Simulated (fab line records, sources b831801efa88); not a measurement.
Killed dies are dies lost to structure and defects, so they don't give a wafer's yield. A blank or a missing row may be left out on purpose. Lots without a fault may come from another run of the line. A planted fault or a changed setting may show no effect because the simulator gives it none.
Tool commonality check | flow sky130 | 15 lots, 45 wafers sampled

WHY IT WAS OPENED
At SKY_VT_ADJUST_LVTN_TW_MEAS_21 the reading VT_ADJUST_LVTN_2_TW is flagged on 3 of 15 lots. Wafers without a fault read 188.3, standard deviation 3.
Rule: a lot is flagged when every wafer of it that has a number lies more than 4 standard deviations from that mean, or none has a number. The other lots count as sound.

lot  | measured     | on            | VT_ADJUST_LVTN_2_TW, wafer by wafer | flag
L915 | day 7 19:15  | film_metro-03 | 187.0 186.7 187.8                   |
L916 | day 8 01:33  | film_metro-01 | 187.8 188.1 187.9                   |
L920 | day 9 07:35  | film_metro-04 | 192.5 192.0 192.4                   |
L921 | day 9 09:12  | film_metro-01 | 186.9 188.1 186.5                   |
L926 | day 10 23:37 | film_metro-01 | 29.9 30.0 30.2                      | FLAGGED
L927 | day 11 01:02 | film_metro-04 | 30.7 30.8 30.8                      | FLAGGED
L928 | day 11 10:58 | film_metro-04 | 30.8 30.7 30.8                      | FLAGGED
L931 | day 12 13:41 | film_metro-01 | 187.7 187.9 187.8                   |
L932 | day 12 20:34 | film_metro-03 | 184.3 184.7 185.4                   |
L933 | day 12 22:41 | film_metro-04 | 190.9 190.6 191.0                   |
L934 | day 13 09:16 | film_metro-04 | 190.0 190.8 190.6                   |
L935 | day 13 15:50 | film_metro-04 | 191.2 190.8 190.4                   |
L936 | day 13 21:49 | film_metro-04 | 191.3 190.7 189.7                   |
L937 | day 14 01:30 | film_metro-03 | 183.2 184.1 183.7                   |
L938 | day 14 08:57 | film_metro-03 | 184.4 184.5 184.0                   |
The numbers of the flagged lots are 30.5 on average: -157.8 against the usual, or -53 standard deviations.

WHICH TOOL RAN EACH LOT
The record holds 1 process step before the reading, out of a route of 708 steps. In each cell: the tool, then ch and the chambers that the sampled wafers went through, then the start.
lot  | flag    | SKY_VT_ADJUST_LVTN_IMPLANT_19
L915 |         | implanter-01 ch 0, day 7 19:01
L916 |         | implanter-04 ch 0, day 8 01:19
L920 |         | implanter-04 ch 0, day 9 07:20
L921 |         | implanter-04 ch 0, day 9 09:00
L926 | FLAGGED | implanter-01, day 10 23:22
L927 | FLAGGED | implanter-04, day 11 00:48
L928 | FLAGGED | implanter-04, day 11 10:43
L931 |         | implanter-02 ch 0, day 12 13:27
L932 |         | implanter-02 ch 0, day 12 20:19
L933 |         | implanter-01 ch 0, day 12 22:26
L934 |         | implanter-02 ch 0, day 13 09:01
L935 |         | implanter-01 ch 0, day 13 15:35
L936 |         | implanter-02 ch 0, day 13 21:34
L937 |         | implanter-01 ch 0, day 14 01:18
L938 |         | implanter-02 ch 0, day 14 08:45
What these steps do:
- SKY_VT_ADJUST_LVTN_IMPLANT_19
- SKY_VT_ADJUST_LVTN_TW_MEAS_21

FLAGGED OVER TOTAL, TOOL BY TOOL (the gauges that took the reading come last)
step                          | tool          | lots run | flagged | share of the flagged lots | sound lots run after its first flagged lot
SKY_VT_ADJUST_LVTN_IMPLANT_19 | implanter-01  | 5        | 1       | some                      | 3 (L933,L935,L937)
SKY_VT_ADJUST_LVTN_IMPLANT_19 | implanter-02  | 5        | 0       | none                      | -
SKY_VT_ADJUST_LVTN_IMPLANT_19 | implanter-04  | 5        | 2       | some                      | 0
SKY_VT_ADJUST_LVTN_TW_MEAS_21 | film_metro-01 | 4        | 1       | some                      | 1 (L931)
SKY_VT_ADJUST_LVTN_TW_MEAS_21 | film_metro-03 | 4        | 0       | none                      | -
SKY_VT_ADJUST_LVTN_TW_MEAS_21 | film_metro-04 | 7        | 2       | some                      | 4 (L933,L934,L935,L936)

WHAT THE TABLE ALLOWS
No row of the table ran every flagged lot.

WHAT THE SIMULATOR HAD PUT IN
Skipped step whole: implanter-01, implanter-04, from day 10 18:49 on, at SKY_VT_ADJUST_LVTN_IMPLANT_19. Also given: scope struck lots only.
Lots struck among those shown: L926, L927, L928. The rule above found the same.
